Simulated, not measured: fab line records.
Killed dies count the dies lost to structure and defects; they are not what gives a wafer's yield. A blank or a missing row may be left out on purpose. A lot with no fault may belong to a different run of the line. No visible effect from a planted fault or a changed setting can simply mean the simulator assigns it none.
Code-filled problem report in 8D (eight disciplines) form ; flow sfq-line ; the parts of the form that need people (team, actions taken, sign-off) are left out

== 1. PROBLEM STATEMENT ==
Wafers without a fault read 21.298, standard deviation 0.023; exposure-dose-mJ-cm2 at SFQ_TRILAYER_I5_LITHO_EXPOSE_145 reads a mean of 20.844 on 12 wafers belonging to 4 lots. Measured from the usual mean, that is -20 standard deviations.
The step: exposes mask I5, target cd 700 nm.
Seen first at day 52 14:20 on krf-scanner-02, wafer L916.1. The record has a number at this step for 42 wafers belonging to 14 lots. By rule, "out" or "out of limits" means more than 4 standard deviations away from the usual mean. All remaining wafers that have a number are taken as sound.

== 2. WHAT IT IS, WHAT IT ISN'T ==
question;is;is not
which readings at this step;exposure-dose-mJ-cm2;focus-offset-nm
which lots;L916, L917, L918, L919;L906, L907, L908, L909, L910, L911, L912, L927, L928, L929
which wafers of those lots;all that have a number;-
read on which tools;krf-scanner-02;krf-scanner-01
when;from day 52 14:20;"up to then (21 sound wafers); but 9 sound wafers of L927, L928, L929 came after"

== 3. SUSPECTS, AND WHAT RULES EACH OUT ==
Counting: a tool at a process step up to the reading stays a suspect if it ran every lot that is out and no sound lot after the first of them.
- krf-scanner-02 at SFQ_TRILAYER_I5_LITHO_EXPOSE_145 (exposes mask I5, target cd 700 nm): kept. All lots that are out passed through it, beginning with L916 at day 52 14:20, and no sound lot followed; its final sound lot before that point was L912 at day 50 18:20. Out on those wafers are its own readings of exposure-dose-mJ-cm2.
The count leaves krf-scanner-02 at SFQ_TRILAYER_I5_LITHO_EXPOSE_145.

== 4. THE CAUSE (what the simulator had put in) ==
Process parameters drifting: krf-scanner-02 at SFQ_TRILAYER_I5_LITHO_EXPOSE_145, beginning at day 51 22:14. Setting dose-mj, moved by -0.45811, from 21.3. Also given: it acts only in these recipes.
This tool alone remained once counting was done.

== 5. THE EFFECT CHAIN, in route order ==
Each row: a reading whose mean over the struck wafers that have a number lies more than 3 standard deviations from the usual. Readings are gone through only where the record gives a usual standard deviation; hours: the median, over the lots, of the time from a lot's start at the first step in this table giving one to that lot's start at this step; sigmas: the change measured in usual standard deviations.
hours;step;reading;usual;on struck wafers;change;sigmas
0;SFQ_TRILAYER_I5_LITHO_EXPOSE_145;exposure-dose-mJ-cm2;21.298;20.844;-0.454;-20
Process steps it contains:
- SFQ_TRILAYER_I5_LITHO_EXPOSE_145: exposes mask I5, target cd 700 nm.

== 6. HOW IT WOULD HAVE BEEN CAUGHT EARLIER ==
In this record no reading fell out of limits until day 52 14:20, 16 hours after the fault had begun at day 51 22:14.
